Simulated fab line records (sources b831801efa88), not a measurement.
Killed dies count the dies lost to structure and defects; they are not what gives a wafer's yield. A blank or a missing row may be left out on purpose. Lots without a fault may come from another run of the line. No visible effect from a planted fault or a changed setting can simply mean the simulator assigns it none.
Matching of chambers    flow sky130    rieDiel-01 running SKY_FIELD_ISO_ETCH_14: 4 sister chambers
The step etches BARC in N2/H2, stops on SiO2, time 45.9 s, target depth 60 nm. 4 wafers are shown with their chamber, then 8 later ones without.

## EACH WAFER AND ITS CHAMBER
wafer   chamber  drypumpMotorCurrentA (A)
L089.2  2        4.8
L089.3  3        5.2
L089.6  0        5.9
L091.1  1        6.7

## WAFERS WITHOUT THEIR CHAMBER
wafer   drypumpMotorCurrentA (A)
L091.2  5.9
L091.5  5.9
L092.3  4.8
L092.4  6.6
L092.5  6.6
L097.2  5.3
L097.3  5.9
L097.6  5.2

## WHICH CHAMBER EACH ONE RAN IN
wafer   from the rows above  in truth
L091.2  0                    0
L091.5  0                    0
L092.3  2                    2
L092.4  1                    1
L092.5  1                    1
L097.2  3                    3
L097.3  0                    0
L097.6  3                    3
8 of 8 placed correctly. Left unplaced by these rows: 0. 0 placed wrongly.
How it was worked out, from the rows above alone: a wafer's distance from a chamber is the root of the sum, over the readings, of the square of ((its reading less the chamber's mean) divided by the reading's scatter). The wafer belongs to the nearest chamber; if the next one is less than 2 further off, it can't be placed. The mean given for a chamber averages the wafers shown for that chamber. The scatter: with one shown wafer a chamber, the root of the mean of the squares of how far each hidden wafer lies from its nearest shown one.
